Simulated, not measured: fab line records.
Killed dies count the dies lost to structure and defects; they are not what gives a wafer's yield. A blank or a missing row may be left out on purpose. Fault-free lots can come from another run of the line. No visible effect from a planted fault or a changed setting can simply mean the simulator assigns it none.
Matching of chambers + flow sky130 + SKY_CONTACT_CMP_27 on cmp-01: 4 sister chambers
The step polishes, stops on SiO2, t overpolish 15 s, target thk 0 nm. 18 wafers are shown with their chamber, then 9 later ones without.

## WAFERS PAIRED WITH THEIR CHAMBERS
| wafer  | chamber | motor-current-A (A) | time-to-endpoint-s (s) | head-pressure-psi (psi) |
|--------|---------|---------------------|------------------------|-------------------------|
| L148.4 | 2       | 8.7                 | 82                     | 3.507                   |
| L148.5 | 2       | 8.8                 | 84                     | 3.484                   |
| L148.6 | 1       | 11.4                | 92                     | 3.492                   |
| L151.1 | 0       | 9.6                 | 85                     | 3.502                   |
| L151.3 | 2       | 9.1                 | 81                     | 3.493                   |
| L151.4 | 3       | 11.7                | 83                     | 3.509                   |
| L155.3 | 0       | 10.3                | 89                     | 3.513                   |
| L155.4 | 1       | 11.1                | 92                     | 3.496                   |
| L155.6 | 2       | 9.2                 | 88                     | 3.500                   |
| L160.3 | 0       | 9.3                 | 80                     | 3.508                   |
| L160.4 | 2       | 9.3                 | 81                     | 3.498                   |
| L160.6 | 3       | 11.9                | 82                     | 3.510                   |
| L161.3 | 0       | 10.5                | 83                     | 3.496                   |
| L161.5 | 0       | 9.8                 | 80                     | 3.505                   |
| L161.6 | 1       | 11.1                | 87                     | 3.493                   |
| L162.1 | 2       | 9.7                 | 79                     | 3.504                   |
| L162.2 | 1       | 11.7                | 90                     | 3.508                   |
| L162.5 | 0       | 9.6                 | 85                     | 3.514                   |

SIGNATURES, as means of the wafers listed above
| reading            | chamber 0 | chamber 1 | chamber 2 | chamber 3 | scatter within a chamber |
|--------------------|-----------|-----------|-----------|-----------|--------------------------|
| motor-current-A    | 9.850     | 11.325    | 9.133     | 11.800    | 0.376                    |
| time-to-endpoint-s | 83.67     | 90.25     | 82.50     | 82.50     | 3                        |
| head-pressure-psi  | 3.50633   | 3.49725   | 3.49767   | 3.50950   | 0.00726                  |
Rule: for a wafer and a chamber, the distance is found by dividing, reading by reading, the gap between the wafer's reading and the chamber's mean by the reading's scatter, squaring, summing and taking the root. If the next closest chamber is less than 2 further off than the closest, the wafer can't be placed; otherwise it belongs to the closest. The scatter: the root of (the sum of the squares of (reading less its chamber's mean) over the shown wafers, divided by (wafers less chambers)).

## WAFERS MISSING THEIR CHAMBER
| wafer  | motor-current-A (A) | time-to-endpoint-s (s) | head-pressure-psi (psi) |
|--------|---------------------|------------------------|-------------------------|
| L165.1 | 9.6                 | 80                     | 3.482                   |
| L165.2 | 11.0                | 88                     | 3.511                   |
| L165.4 | 8.9                 | 77                     | 3.513                   |
| L166.1 | 11.4                | 83                     | 3.507                   |
| L166.5 | 9.0                 | 79                     | 3.503                   |
| L166.6 | 11.7                | 90                     | 3.489                   |
| L167.1 | 11.7                | 82                     | 3.501                   |
| L167.3 | 11.5                | 87                     | 3.504                   |
| L167.5 | 10.3                | 82                     | 3.502                   |

## THE CHAMBER EACH PASSED THROUGH
| wafer  | from the rows above          | in truth |
|--------|------------------------------|----------|
| L165.1 | can't be placed: 2 or 0      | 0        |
| L165.2 | can't be placed: 1 or 3 or 0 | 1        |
| L165.4 | can't be placed: 2 or 0      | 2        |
| L166.1 | can't be placed: 3 or 1      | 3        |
| L166.5 | can't be placed: 2 or 0      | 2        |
| L166.6 | 1                            | 1        |
| L167.1 | can't be placed: 3 or 1      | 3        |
| L167.3 | can't be placed: 1 or 3      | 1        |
| L167.5 | can't be placed: 0 or 2      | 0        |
Correctly placed: 1 of 9. These rows do not allow placing 8 (true chamber among the candidates in 8). Number placed wrongly: 0.
